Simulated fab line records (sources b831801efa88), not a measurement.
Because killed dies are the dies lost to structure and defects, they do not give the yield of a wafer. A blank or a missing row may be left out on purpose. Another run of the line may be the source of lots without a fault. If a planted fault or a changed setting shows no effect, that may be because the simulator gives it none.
fab line records	flow sky130
record lots=11	wafers=33	lastDay=50
route steps=708 shown VIA3@589 VIA4@659 METAL5@675 PAD_OPEN@701
lots that met no fault: taken from a fault-free run of the same line
startH: hours from the record's first day to the start of the lot's first wafer shown	waitH: hours from the lot's prior step to this one	" as in the row above	L1.1+2: a row that stands for several wafers	- no value, or no start was given	* or withheld: withheld	< > ~ a bound
route shown NAME@n: a module of which the file shows steps, and the number in the route of the first	usual: the fault-free wafers' mean and standard deviation	same: alike in all rows	chamber/n: place in a boat	sites: readings site by site	_std_site: how widely they spread, as a standard deviation	_edge_site: the outer-site mean with the inner-site mean subtracted	radiusMm: how far each site lies from the wafer's centre	mask NAME#n: copy n	behind: the tool/chamber that last shaped the wafer	hold: why the lot went on hold/how many hours it stayed there/how the hold came to an end	device: the transistor (n, p or np) that didn't switch	end of line: tests run on the same wafers once the route is complete	a step given without rows: its recipe and nothing more	killed: not the wafer's yield, but the dies lost to structure and defects at the first sort	map: per-die view of a wafer (x killed, . not killed, _ where there is no die)
set.NAME: the setting as run; set.NAME@STEP: as run at that earlier step	model.NAME: the simulator's own value behind a step, which no gauge read
route steps across a sampled set of lots; one table per step, one row per wafer
services: a tool's chamber out of use, with start hour (startH, from the record's first day; less than 0 if before it), hours out, and reason
## steps
# step SKY_VIA3_STRIP_16
# recipe chemistry=O2/N2	powerW=1400	pressureMtorr=1500	platenTempC=withheld	o2FlowSccm=3000	n2FlowSccm=300	overashFraction=0.5
# usual drypumpMotorCurrentA=5.6/0.31	oesProductAu=0.402/0.0048	stripTimeToEndpointS=4.13/0.033
lot.wafer	tool	chamber	startH	waitH	drypumpMotorCurrentA	oesProductAu	rfHoursCounterH	stripTimeToEndpointS
L560.2	plasmaAsher-02	0	932.10	0.0	6.0	0.403	86	4.09
L560.3	"	1	"	"	5.7	0.400	-	4.16
L560.6	"	0	"	"	6.0	0.403	-	4.15
L563.3	plasmaAsher-02	1	969.46	0.1	5.7	0.393	-	4.09
L563.5	"	1	"	"	5.7	0.400	-	4.11
L563.6	"	0	"	"	6.0	0.397	-	4.12
L565.1	plasmaAsher-02	1	980.25	0.0	5.7	0.409	91	4.20
L565.2	"	0	"	"	5.9	0.405	91	4.13
L565.5	"	0	"	"	5.9	0.411	-	4.22
L564.2	plasmaAsher-04	0	981.75	0.0	5.2	0.401	53	4.15
L564.3	"	0	"	"	5.2	0.400	-	4.10
L564.5	"	0	"	"	5.3	0.396	-	4.11
L566.1	plasmaAsher-03	0	982.97	0.0	5.2	0.404	25	4.10
L566.4	"	1	"	"	5.3	0.402	-	4.05
L566.6	"	0	"	"	5.2	0.399	-	4.05
L567.2	plasmaAsher-04	0	990.07	0.0	5.2	0.404	54	4.13
L567.3	"	0	"	"	5.2	0.401	-	4.13
L567.6	"	1	"	"	5.9	0.405	-	4.14
L568.3	plasmaAsher-03	0	992.91	0.1	5.2	0.407	-	4.13
L568.4	"	1	"	"	5.3	0.406	-	4.17
L568.5	"	1	"	"	5.3	0.397	-	4.15
L570.2	plasmaAsher-02	0	1009.02	0.0	5.9	0.405	94	4.09
L570.3	"	0	"	"	6.0	0.405	-	4.12
L570.6	"	1	"	"	5.7	0.400	-	4.13
L573.2	plasmaAsher-02	0	1031.20	0.0	5.9	0.402	97	4.17
L573.3	"	0	"	"	6.0	0.407	-	4.13
L573.6	"	1	"	"	5.8	0.399	-	4.12
L579.3	plasmaAsher-02	0	1059.96	0.1	6.0	0.405	-	4.16
L579.4	"	1	"	"	5.7	0.410	-	4.17
L579.5	"	0	"	"	5.9	0.399	-	4.12
L580.1	plasmaAsher-02	1	1066.50	0.0	5.7	0.403	103	4.17
L580.2	"	0	"	"	5.9	0.403	103	4.15
L580.5	"	0	"	"	5.9	0.393	-	4.14
# step SKY_VIA4_THK_MEAS_20
# recipe thkMeasGauge=xrf	reads=W_of_VIA4_CVD_18
# usual VIA4_W_THK=499/7.3
lot.wafer	tool	chamber	startH	waitH	VIA4_W_THK[nm]
L560.2	filmMetro-01	-	1007.95	0.1	496
L560.3	"	-	"	"	499
L560.6	"	-	"	"	498
L563.3	filmMetro-03	-	1043.51	0.1	494
L563.5	"	-	"	"	497
L563.6	"	-	"	"	502
L565.1	filmMetro-03	-	1053.14	0.1	484
L565.2	"	-	"	"	496
L565.5	"	-	"	"	497
L564.2	filmMetro-01	-	1054.90	0.1	494
L564.3	"	-	"	"	504
L564.5	"	-	"	"	489
L566.1	filmMetro-01	-	1056.80	0.1	499
L566.4	"	-	"	"	498
L566.6	"	-	"	"	502
L567.2	filmMetro-03	-	1063.71	0.1	497
L567.3	"	-	"	"	491
L567.6	"	-	"	"	496
L568.3	filmMetro-03	-	1064.19	0.1	497
L568.4	"	-	"	"	491
L568.5	"	-	"	"	489
L570.2	filmMetro-04	-	1080.06	0.1	491
L570.3	"	-	"	"	489
L570.6	"	-	"	"	500
L573.2	filmMetro-04	-	1100.51	0.1	504
L573.3	"	-	"	"	508
L573.6	"	-	"	"	494
L579.3	filmMetro-03	-	1125.25	0.1	499
L579.4	"	-	"	"	500
L579.5	"	-	"	"	499
L580.1	filmMetro-01	-	1133.41	0.1	493
L580.2	"	-	"	"	496
L580.5	"	-	"	"	492
# step SKY_METAL5_DESCUM_14
# recipe chemistry=O2	sourcePowerW=150	biasPowerW=0	pressureMtorr=10	tempC=40	timeS=11
# usual drypumpMotorCurrentA=5.8/0.37	oesProductAu=0.995/0.013
lot.wafer	tool	chamber	startH	waitH	drypumpMotorCurrentA	oesProductAu	rfHoursCounterH
L560.2	rieMetal-01	0	1031.92	0.1	5.4	1.024	-
L560.3	"	0	"	"	5.4	1.027	-
L560.6	"	0	"	"	5.4	1.030	-
L563.3	rieMetal-02	0	1065.53	0.1	6.2	0.984	-
L563.5	"	0	"	"	6.3	0.991	-
L563.6	"	1	"	"	5.4	0.997	-
L565.1	rieMetal-03	1	1072.91	0.1	6.2	0.993	24
L565.2	"	0	"	"	6.1	0.988	13
L565.5	"	0	"	"	6.1	0.972	-
L564.2	rieMetal-03	0	1075.72	0.1	6.1	0.983	13
L564.3	"	0	"	"	6.1	0.970	-
L564.5	"	0	"	"	6.1	0.973	-
L566.1	rieMetal-02	1	1078.37	0.1	5.5	0.992	20
L566.4	"	0	"	"	6.3	0.986	-
L566.6	"	0	"	"	6.2	0.987	-
L567.2	rieMetal-02	0	1084.00	0.1	6.3	0.973	22
L567.3	"	1	"	"	5.4	0.983	-
L567.6	"	1	"	"	5.4	0.992	-
L568.3	rieMetal-02	1	1086.13	0.1	5.5	0.989	-
L568.4	"	0	"	"	6.2	0.984	-
L568.5	"	1	"	"	5.4	0.988	-
L570.2	rieMetal-02	1	1101.31	0.1	5.5	0.998	22
L570.3	"	0	"	"	6.3	0.983	-
L570.6	"	0	"	"	6.3	0.991	-
L573.2	rieMetal-02	0	1120.87	0.1	6.3	0.989	25
L573.3	"	1	"	"	5.5	0.989	-
L573.6	"	1	"	"	5.4	1.000	-
L579.3	rieMetal-03	0	1144.38	0.1	6.1	0.983	-
L579.4	"	1	"	"	6.2	0.996	-
L579.5	"	1	"	"	6.2	0.995	-
L580.1	rieMetal-01	1	1153.05	0.1	5.6	0.993	7
L580.2	"	0	"	"	5.4	1.004	16
L580.5	"	0	"	"	5.5	1.008	-
# step SKY_PAD_OPEN_ETCH_07
# recipe chemistry=CF4/O2	targetDepthNm=725	stopOn=AlCu	sourceW=800	biasW=150	pressureMtorr=150	cf4FlowSccm=80	O2_flow_sccm=10	timeS=161.1
# usual O2_flow_sccm=9.994/0.03	drypumpMotorCurrentA=5.9/0.38	oesProductAu=0.976/0.0076	throttleValvePct=5.965/0.0095
lot.wafer	tool	chamber	startH	waitH	O2_flow_sccm	drypumpMotorCurrentA	oesProductAu	rfHoursCounterH	throttleValvePct
L560.2	rieDiel-01	3	1076.67	-	9.987	5.3	0.978	18	5.982
L560.3	"	0	"	"	10.023	5.6	0.981	22	5.963
L560.6	"	1	"	"	9.996	5.8	0.989	-	5.969
L563.3	rieDiel-04	0	1108.22	-	9.997	6.2	0.978	24	5.968
L563.5	"	1	"	"	9.981	5.5	0.977	-	5.976
L563.6	"	0	"	"	9.991	6.2	0.981	-	5.973
L565.1	rieDiel-01	0	1115.11	-	10.016	5.7	0.964	24	5.958
L565.2	"	2	"	"	9.940	6.0	0.977	1	5.981
L565.5	"	2	"	"	9.983	6.1	0.984	-	5.960
L564.2	rieDiel-04	0	1117.06	-	10.020	6.3	0.987	24	5.959
L564.3	"	1	"	"	10.001	5.5	0.964	13	5.952
L564.5	"	0	"	"	10.041	6.2	0.988	-	5.967
L566.1	rieDiel-03	2	1120.51	-	10.017	5.5	0.975	23	5.961
L566.4	"	1	"	"	10.007	6.0	0.985	21	5.958
L566.6	"	2	"	"	10.005	5.5	0.974	-	5.964
L567.2	rieDiel-03	2	1125.71	-	9.942	5.5	0.971	23	5.972
L567.3	"	0	"	"	9.948	6.2	0.966	21	5.981
L567.6	"	2	"	"	9.976	5.5	0.974	-	5.965
L568.3	rieDiel-04	3	1128.01	-	9.986	6.4	0.963	18	5.960
L568.4	"	2	"	"	10.011	5.5	0.983	27	5.964
L568.5	"	0	"	"	10.005	6.2	0.978	-	5.949
L570.2	rieDiel-04	3	1140.99	-	10.024	6.4	0.984	18	5.957
L570.3	"	2	"	"	9.940	5.5	0.995	27	5.966
L570.6	"	0	"	"	10.009	6.2	0.977	-	5.968
L573.2	rieDiel-03	3	1158.99	-	10.004	6.5	0.971	13	5.953
L573.3	"	2	"	"	9.949	5.5	0.986	25	5.979
L573.6	"	2	"	"	9.952	5.5	0.978	-	5.970
L579.3	rieDiel-03	1	1180.07	-	9.977	6.0	0.964	23	5.958
L579.4	"	0	"	"	9.960	6.2	0.975	23	5.963
L579.5	"	3	"	"	9.992	6.5	0.980	-	5.971
L580.1	rieDiel-03	1	1187.17	-	10.033	6.0	0.983	24	5.954
L580.2	"	2	"	"	9.977	5.6	0.965	26	5.958
L580.5	"	2	"	"	9.991	5.5	0.974	-	5.967
# step SKY_PAD_OPEN_PROBE_99
# usual defectLimitedYield=82.4/1.9	killed_at_M0_to_M3=44/7.1	killed_at_M4_up=3.5/2	killedAtContacts=24/5.3	killedAtFrontEnd=15/4.8	killedAtOther=0.1/0.35	killedDies=86/9.3	killedOpen=47/7.8	killedShort=39/5.9	sort_bin_3_pad_short=0.8/0.42	sort_bin_5_function=10.3/1.4	sort_bin_6_memory=6.4/1.1	sort_bin_8_speed=0.00/0.034	sortNPass=406/9.3	sortYieldPct=82.4/1.9
# same grossDies=492	killedAtBackSide=0	sort_bin_4_leakage[%]=0
lot.wafer	tool	chamber	startH	waitH	defectLimitedYield[%]	killed_at_M0_to_M3	killed_at_M4_up	killedAtContacts	killedAtFrontEnd	killedAtOther	killedDies	killedOpen	killedShort	sort_bin_3_pad_short[%]	sort_bin_5_function[%]	sort_bin_6_memory[%]	sort_bin_8_speed[%]	sortNPass	sortYieldPct[%]
L560.2	prober-02	-	1079.03	0.1	85.4	45	5	11	11	0	72	35	37	1.6	8.9	4.1	0	420	85.4
L560.3	prober-02	-	1079.08	0.2	82.3	47	3	24	13	0	87	44	43	0.8	11.8	5.1	0	405	82.3
L560.6	prober-02	-	1079.23	0.2	82.3	50	3	25	9	0	87	53	34	1.2	10.4	6.1	0	405	82.3
L563.3	prober-02	-	1110.85	0.2	83.1	44	2	24	13	0	83	54	29	0.8	10.4	5.7	0	409	83.1
L563.5	prober-02	-	1110.95	0.2	81.1	49	2	21	21	0	93	45	48	1.0	12.0	5.9	0	399	81.1
L563.6	prober-02	-	1111.00	0.2	84.1	45	2	20	11	0	78	38	40	1.0	10.4	4.5	0	414	84.1
L565.1	prober-01	-	1117.58	0.1	83.1	41	8	21	13	0	83	44	39	0.4	9.6	6.9	0	409	83.1
L565.2	prober-01	-	1117.63	0.1	80.5	50	4	23	19	0	96	46	50	0.8	11.0	7.7	0	396	80.5
L565.5	prober-01	-	1117.78	0.2	83.5	32	6	24	19	0	81	44	37	0.8	8.5	7.1	0	411	83.5
L564.2	prober-02	-	1119.43	0.1	83.5	41	0	25	15	0	81	47	34	0.4	9.8	6.3	0	411	83.5
L564.3	prober-02	-	1119.48	0.2	82.9	44	5	21	14	0	84	48	36	0.8	8.7	7.5	0	408	82.9
L564.5	prober-02	-	1119.58	0.2	80.5	52	2	28	14	0	96	56	40	1.2	11.8	6.5	0	396	80.5
L566.1	prober-01	-	1122.83	0.1	85.8	30	0	25	14	1	70	43	27	0.4	8.3	5.5	0	422	85.8
L566.4	prober-01	-	1122.98	0.2	85.2	38	2	19	14	0	73	42	31	0.6	8.9	5.3	0	419	85.2
L566.6	prober-01	-	1123.08	0.2	82.7	37	2	32	13	1	85	50	35	0.6	9.3	7.3	0	407	82.7
L567.2	prober-02	-	1128.12	0.1	79.9	53	2	31	13	0	99	55	44	0.4	11.2	8.5	0	393	79.9
L567.3	prober-02	-	1128.17	0.2	82.9	45	4	21	14	0	84	47	37	0.8	9.6	6.7	0	408	82.9
L567.6	prober-02	-	1128.32	0.2	85.8	38	2	22	8	0	70	37	33	0.2	8.3	5.7	0	422	85.8
L568.3	prober-01	-	1130.46	0.2	86.0	33	3	16	17	0	69	37	32	0.8	8.7	4.5	0	423	86.0
L568.4	prober-01	-	1130.51	0.2	83.7	38	7	20	15	0	80	43	37	0.6	10.4	5.3	0	412	83.7
L568.5	prober-01	-	1130.56	0.2	82.7	40	8	21	16	0	85	51	34	1.0	9.6	6.7	0	407	82.7
L570.2	prober-02	-	1143.40	0.1	83.5	47	4	17	13	0	81	30	51	0.4	10.6	5.5	0	411	83.5
L570.3	prober-02	-	1143.45	0.2	81.1	52	2	28	11	0	93	52	41	0.6	12.6	5.7	0	399	81.1
L570.6	prober-02	-	1143.60	0.2	83.5	40	4	25	12	0	81	48	33	0.4	8.3	7.7	0	411	83.5
L573.2	prober-02	-	1161.61	0.1	85.6	33	6	19	13	0	71	36	35	1.2	9.3	3.9	0	421	85.6
L573.3	prober-02	-	1161.66	0.2	83.3	40	0	21	21	0	82	40	42	0.6	10.4	5.7	0	410	83.3
L573.6	prober-02	-	1161.81	0.2	77.6	57	3	32	18	0	110	61	49	1.4	13.4	7.5	0	382	77.6
L579.3	prober-02	-	1182.77	0.2	74.4	82	1	27	16	0	126	43	37	2.4	16.3	6.9	0	366	74.4
L579.4	prober-02	-	1182.82	0.2	71.7	101	4	28	6	0	139	39	40	2.6	18.7	6.9	0	353	71.7
L579.5	prober-02	-	1182.87	0.2	75.8	75	6	17	21	0	119	41	35	3.9	14.8	5.5	0	373	75.8
L580.1	prober-02	-	1190.00	0.1	75.6	89	1	18	12	0	120	34	28	3.3	14.2	6.9	0	372	75.6
L580.2	prober-02	-	1190.05	0.1	70.3	101	1	25	19	0	146	61	32	3.5	17.9	8.3	0.41	344	69.9
L580.5	prober-02	-	1190.20	0.2	74.0	85	2	23	18	0	128	49	32	3.5	16.5	6.1	0	364	74.0
# killed by level:class
L560.2 VIA1:geometricParticle:open=12 METAL1:geometricParticle:short=7 FIELD_ISO:geometricParticle:short=6 VIA2:geometricParticle:open=6 METAL2:geometricParticle:short=5 VIA1:geometricParticle:short=4 METAL4:geometricParticle:short=4 CONTACT:geometricParticle:open=3
L560.3 VIA1:geometricParticle:open=15 VIA1:geometricParticle:short=11 LI_CONTACT:geometricParticle:open=9 FIELD_ISO:geometricParticle:short=5 LOCAL_INTERCONNECT:geometricParticle:short=5 CONTACT:geometricParticle:open=5 METAL2:geometricParticle:short=4 METAL2:geometricParticle:open=3
L560.6 VIA1:geometricParticle:open=14 CONTACT:geometricParticle:open=12 METAL2:geometricParticle:short=7 VIA2:geometricParticle:open=6 LI_CONTACT:geometricParticle:open=5 METAL1:geometricParticle:short=5 VIA1:geometricParticle:short=5 VIA3:geometricParticle:open=5
L563.3 VIA1:geometricParticle:open=15 CONTACT:geometricParticle:open=10 LI_CONTACT:geometricParticle:open=8 VIA2:geometricParticle:open=7 METAL2:geometricParticle:short=6 POLY_GATE:geometricParticle:open=5 METAL1:geometricParticle:short=5 VIA1:geometricParticle:short=4
L563.5 VIA1:geometricParticle:short=10 VIA1:geometricParticle:open=10 VIA3:geometricParticle:open=8 CONTACT:geometricParticle:open=6 LI_CONTACT:geometricParticle:open=6 FIELD_ISO:geometricParticle:open=5 POLY_GATE:geometricParticle:short=5 FIELD_ISO:geometricParticle:short=4
L563.6 METAL1:geometricParticle:short=10 CONTACT:geometricParticle:open=8 VIA2:geometricParticle:open=8 VIA1:geometricParticle:open=5 CONTACT:geometricParticle:short=4 LI_CONTACT:geometricParticle:open=4 VIA2:geometricParticle:short=4 METAL2:geometricParticle:short=4
L565.1 LI_CONTACT:geometricParticle:open=9 VIA1:geometricParticle:open=7 CONTACT:geometricParticle:open=6 VIA2:geometricParticle:open=6 METAL2:geometricParticle:short=5 METAL4:geometricParticle:short=5 FIELD_ISO:geometricParticle:short=4 LOCAL_INTERCONNECT:geometricParticle:short=4
L565.2 VIA1:geometricParticle:open=10 FIELD_ISO:geometricParticle:open=7 VIA2:geometricParticle:open=7 VIA3:geometricParticle:open=7 FIELD_ISO:geometricParticle:short=6 LI_CONTACT:geometricParticle:open=6 LI_CONTACT:geometricParticle:short=5 CONTACT:geometricParticle:open=5
L565.5 LI_CONTACT:geometricParticle:open=10 VIA1:geometricParticle:open=8 CONTACT:geometricParticle:open=6 FIELD_ISO:geometricParticle:open=5 METAL4:geometricParticle:short=5 VIA3:geometricParticle:open=4 POLY_GATE:geometricParticle:short=4 LOCAL_INTERCONNECT:geometricParticle:short=4
L564.2 VIA2:geometricParticle:open=10 CONTACT:geometricParticle:open=9 VIA1:geometricParticle:open=7 VIA3:geometricParticle:open=7 FIELD_ISO:geometricParticle:short=6 LOCAL_INTERCONNECT:geometricParticle:short=6 LI_CONTACT:geometricParticle:open=5 VIA1:geometricParticle:short=5
L564.3 VIA2:geometricParticle:open=14 VIA3:geometricParticle:open=7 CONTACT:geometricParticle:open=6 METAL2:geometricParticle:short=6 LI_CONTACT:geometricParticle:short=4 LOCAL_INTERCONNECT:geometricParticle:short=4 METAL1:geometricParticle:short=4 FIELD_ISO:geometricParticle:short=3
L564.5 VIA1:geometricParticle:open=17 LI_CONTACT:geometricParticle:open=10 VIA2:geometricParticle:open=9 FIELD_ISO:geometricParticle:open=6 CONTACT:geometricParticle:open=6 LOCAL_INTERCONNECT:geometricParticle:short=5 METAL1:geometricParticle:short=5 VIA1:geometricParticle:short=5
L566.1 VIA3:geometricParticle:open=9 CONTACT:geometricParticle:open=8 LI_CONTACT:geometricParticle:open=7 FIELD_ISO:geometricParticle:open=6 CONTACT:geometricParticle:short=4 METAL1:geometricParticle:short=4 VIA1:geometricParticle:open=4 POLY_GATE:geometricParticle:short=3
L566.4 LI_CONTACT:geometricParticle:open=10 METAL1:geometricParticle:short=9 VIA2:geometricParticle:open=7 VIA3:geometricParticle:open=7 POLY_GATE:geometricParticle:short=5 CONTACT:geometricParticle:open=5 VIA1:geometricParticle:open=5 POLY_GATE:geometricParticle:open=4
L566.6 CONTACT:geometricParticle:open=12 LI_CONTACT:geometricParticle:open=10 VIA1:geometricParticle:open=9 VIA1:geometricParticle:short=6 METAL1:geometricParticle:short=5 LOCAL_INTERCONNECT:geometricParticle:short=4 METAL2:geometricParticle:short=4 METAL3:geometricParticle:short=4
L567.2 VIA1:geometricParticle:open=17 CONTACT:geometricParticle:open=11 LI_CONTACT:geometricParticle:open=9 VIA1:geometricParticle:short=6 VIA2:geometricParticle:open=6 FIELD_ISO:geometricParticle:short=5 CONTACT:geometricParticle:short=5 METAL3:geometricParticle:short=5
L567.3 VIA2:geometricParticle:open=10 VIA3:geometricParticle:open=9 LI_CONTACT:geometricParticle:open=7 FIELD_ISO:geometricParticle:open=5 CONTACT:geometricParticle:short=5 CONTACT:geometricParticle:open=5 METAL1:geometricParticle:short=5 VIA1:geometricParticle:open=4
L567.6 CONTACT:geometricParticle:open=11 VIA1:geometricParticle:open=8 VIA3:geometricParticle:open=6 FIELD_ISO:geometricParticle:open=5 LOCAL_INTERCONNECT:geometricParticle:short=5 VIA2:geometricParticle:short=5 CONTACT:geometricParticle:short=4 METAL1:geometricParticle:short=4
L568.3 VIA1:geometricParticle:open=9 CONTACT:geometricParticle:open=6 FIELD_ISO:geometricParticle:short=5 FIELD_ISO:geometricParticle:open=4 POLY_GATE:geometricParticle:open=4 METAL1:geometricParticle:short=4 VIA1:geometricParticle:short=4 VIA2:geometricParticle:open=4
L568.4 VIA1:geometricParticle:open=9 CONTACT:geometricParticle:open=8 VIA1:geometricParticle:short=7 FIELD_ISO:geometricParticle:open=6 LI_CONTACT:geometricParticle:open=6 METAL2:geometricParticle:short=5 VIA2:geometricParticle:open=5 METAL4:geometricParticle:short=5
L568.5 VIA1:geometricParticle:open=13 CONTACT:geometricParticle:open=8 VIA1:geometricParticle:short=8 LI_CONTACT:geometricParticle:open=5 METAL4:geometricParticle:short=5 FIELD_ISO:geometricParticle:short=4 POLY_GATE:geometricParticle:open=4 METAL2:geometricParticle:open=4
L570.2 VIA1:geometricParticle:short=9 METAL1:geometricParticle:short=9 VIA3:geometricParticle:open=9 CONTACT:geometricParticle:open=7 FIELD_ISO:geometricParticle:short=6 VIA2:geometricParticle:short=6 CONTACT:geometricParticle:short=5 VIA2:geometricParticle:open=5
L570.3 VIA1:geometricParticle:open=13 LI_CONTACT:geometricParticle:open=12 METAL1:geometricParticle:short=9 VIA2:geometricParticle:open=6 LOCAL_INTERCONNECT:geometricParticle:short=6 VIA3:geometricParticle:open=6 POLY_GATE:geometricParticle:open=5 FIELD_ISO:geometricParticle:short=4
L570.6 VIA3:geometricParticle:open=12 CONTACT:geometricParticle:open=11 LI_CONTACT:geometricParticle:open=6 VIA1:geometricParticle:open=6 METAL2:geometricParticle:short=6 VIA2:geometricParticle:open=5 VIA2:geometricParticle:short=5 POLY_GATE:geometricParticle:short=4
L573.2 VIA2:geometricParticle:open=7 LI_CONTACT:geometricParticle:open=7 VIA1:geometricParticle:open=7 FIELD_ISO:geometricParticle:short=4 POLY_GATE:geometricParticle:short=4 CONTACT:geometricParticle:open=4 CONTACT:geometricParticle:short=4 METAL4:geometricParticle:short=4
L573.3 VIA1:geometricParticle:open=15 CONTACT:geometricParticle:open=7 FIELD_ISO:geometricParticle:short=6 POLY_GATE:geometricParticle:short=6 METAL2:geometricParticle:short=6 POLY_GATE:geometricParticle:open=5 LI_CONTACT:geometricParticle:open=5 METAL1:geometricParticle:short=5
L573.6 LI_CONTACT:geometricParticle:open=12 CONTACT:geometricParticle:open=10 VIA1:geometricParticle:open=9 METAL2:geometricParticle:short=8 POLY_GATE:geometricParticle:open=7 VIA3:geometricParticle:short=7 VIA3:geometricParticle:open=7 VIA2:geometricParticle:open=7
L579.3 VIA3:unspecified=46 VIA1:geometricParticle:open=10 CONTACT:geometricParticle:open=9 LI_CONTACT:geometricParticle:open=5 CONTACT:geometricParticle:short=5 VIA2:geometricParticle:open=5 POLY_GATE:geometricParticle:short=4 LI_CONTACT:geometricParticle:short=4
L579.4 VIA3:unspecified=60 CONTACT:geometricParticle:short=9 VIA1:geometricParticle:open=9 VIA2:geometricParticle:open=9 CONTACT:geometricParticle:open=7 METAL2:geometricParticle:short=6 LI_CONTACT:geometricParticle:open=5 LOCAL_INTERCONNECT:geometricParticle:short=5
L579.5 VIA3:unspecified=43 FIELD_ISO:geometricParticle:short=7 VIA2:geometricParticle:open=7 FIELD_ISO:geometricParticle:open=6 LI_CONTACT:geometricParticle:open=6 METAL4:geometricParticle:short=6 VIA1:geometricParticle:short=6 VIA1:geometricParticle:open=6
L580.1 VIA3:unspecified=58 VIA1:geometricParticle:open=6 VIA1:geometricParticle:short=6 LI_CONTACT:geometricParticle:open=6 CONTACT:geometricParticle:open=6 VIA3:geometricParticle:open=5 SPACER:geometricParticle:short=4 METAL3:geometricParticle:short=4
L580.2 VIA3:unspecified=53 VIA1:geometricParticle:open=17 CONTACT:geometricParticle:open=9 VIA2:geometricParticle:open=7 POLY_GATE:geometricParticle:open=6 FIELD_ISO:geometricParticle:open=5 LI_CONTACT:geometricParticle:open=5 CONTACT:geometricParticle:short=5
L580.5 VIA3:unspecified=47 CONTACT:geometricParticle:open=13 VIA1:geometricParticle:open=9 VIA3:geometricParticle:open=7 VIA1:geometricParticle:short=6 METAL2:geometricParticle:short=5 FIELD_ISO:geometricParticle:short=4 POLY_GATE:geometricParticle:open=4
## services
tool	chamber	startH	hours	kind
rieDiel-01	-	916.94	0.3	repair
plasmaAsher-02	-	949.83	2.0	repair
rieDiel-04	-	958.12	0.6	repair
rieMetal-01	-	961.59	0.3	repair
rieDiel-04	3	976.31	7.3	repair
rieDiel-03	0	992.67	10.2	repair
rieDiel-03	-	994.00	24.8	repair
rieDiel-01	0	998.69	10.5	repair
plasmaAsher-03	-	1015.18	28.1	pm
rieDiel-03	-	1016.12	1.1	repair
rieDiel-01	2	1019.84	11.0	repair
rieDiel-03	-	1024.45	0.3	repair
rieDiel-01	-	1027.57	0.4	repair
rieMetal-02	-	1030.54	4.2	repair
rieMetal-02	1	1034.24	5.7	repair
rieDiel-03	2	1043.04	19.6	repair
rieDiel-03	2	1065.29	9.8	repair
rieMetal-02	-	1065.79	1.4	pm
rieDiel-03	-	1074.38	4.3	pm
rieMetal-03	-	1084.02	1.5	repair
rieMetal-03	1	1099.45	3.2	repair
rieMetal-03	1	1126.81	5.6	repair
rieMetal-03	0	1133.13	4.1	repair
rieDiel-03	2	1182.41	2.5	repair
## key
firstSign step=SKY_PAD_OPEN_PROBE_99	reading=killed_at_M0_to_M3	direction=up	sigmas=6.3	usual=44	struck=89
effect step=SKY_PAD_OPEN_PROBE_99	reading=sort_bin_3_pad_short	direction=up	sigmas=5.7	usual=0.8	struck=3.2
metAt SKY_VIA3_STRIP_16
struckLots L579,L580
notActingAt SKY_VIA4_THK_MEAS_20,SKY_METAL5_DESCUM_14,SKY_PAD_OPEN_ETCH_07
onsetBetween 1031.20 1059.96
alsoFits time
fault kind=chamberParticleSource	tool=plasmaAsher-02	chamber=-	onsetH=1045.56	steps=SKY_VIA3_STRIP_16	ratePerVisitCm2=1.1109	endH=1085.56
